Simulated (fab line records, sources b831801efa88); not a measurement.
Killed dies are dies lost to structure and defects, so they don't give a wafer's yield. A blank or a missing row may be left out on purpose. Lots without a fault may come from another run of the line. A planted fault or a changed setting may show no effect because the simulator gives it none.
Which tool did it? | flow sky130 | 6 lots, 18 wafers sampled, at 3 steps of a route of 708

WHAT THE GAUGES READ, wafer by wafer
SKY_LDD_HVN_TW_MEAS_10.
lot  | measured     | on            | LDD_HVN_TW
L954 | day 21 12:39 | film_metro-03 | 1416 1414 1421
L959 | day 23 11:05 | film_metro-03 | 1427 1425 1430
L961 | day 23 17:44 | film_metro-02 | 1804 1810 1812
L963 | day 24 16:49 | film_metro-03 | 1434 1434 1431
L971 | day 27 05:48 | film_metro-02 | 1448 1443 1438
L974 | day 27 22:01 | film_metro-01 | 1433 1419 1427

WHICH TOOL RAN EACH LOT (tool, then ch and the chambers of the sampled wafers, then the start)
lot  | SKY_SONOS_ONO_ETCH_15              | SKY_LDD_HVN_IMPLANT_08
L954 | rie_diel-03 ch 0,2, day 13 17:08   | implanter-03 ch 0, day 21 12:24
L959 | rie_diel-03 ch 0,1,3, day 15 11:17 | implanter-01 ch 0, day 23 10:50
L961 | rie_diel-04 ch 1,2, day 15 21:02   | implanter-03 ch 0, day 23 17:13
L963 | rie_diel-03 ch 0,1,3, day 16 14:00 | implanter-04 ch 0, day 24 16:35
L971 | rie_diel-03 ch 0,1,2, day 19 06:06 | implanter-01 ch 0, day 27 05:33
L974 | rie_diel-02 ch 2,3, day 19 23:22   | implanter-04 ch 0, day 27 21:48
- SKY_SONOS_ONO_ETCH_15: etches the open film in CHF3/O2, target depth 19.52 nm, time 7.8 s.
- SKY_LDD_HVN_IMPLANT_08

THE ANSWER, worked out from the rows above alone
Rule: what is usual is taken from the lots themselves. Put in order of their means at a reading, lots are off if they are a third of the lots or fewer, leave a main group of 4 or more, and stand apart from it by a gap of 3 or more times the standard deviation of the main group's means; of several such gaps the widest counts. A main group whose means are all the same, to the digits that the tables above print for the reading, isn't used. A lot without any number at a reading at which 4 lots or more have one is off too. The other lots that the step has rows for count as sound.
Off: L961, at SKY_LDD_HVN_TW_MEAS_10 (LDD_HVN_TW). The main group: mean 1429, standard deviation 8.5.
A tool fits if, at a process step before that reading, it ran every lot that is off, and no sound lot after the first of them. The gauges at SKY_LDD_HVN_TW_MEAS_10 are tried like those tools. Can't be told from this: 2 tools fit, rie_diel-04 at SKY_SONOS_ONO_ETCH_15, implanter-03 at SKY_LDD_HVN_IMPLANT_08.

WHAT THE SIMULATOR HAD PUT IN
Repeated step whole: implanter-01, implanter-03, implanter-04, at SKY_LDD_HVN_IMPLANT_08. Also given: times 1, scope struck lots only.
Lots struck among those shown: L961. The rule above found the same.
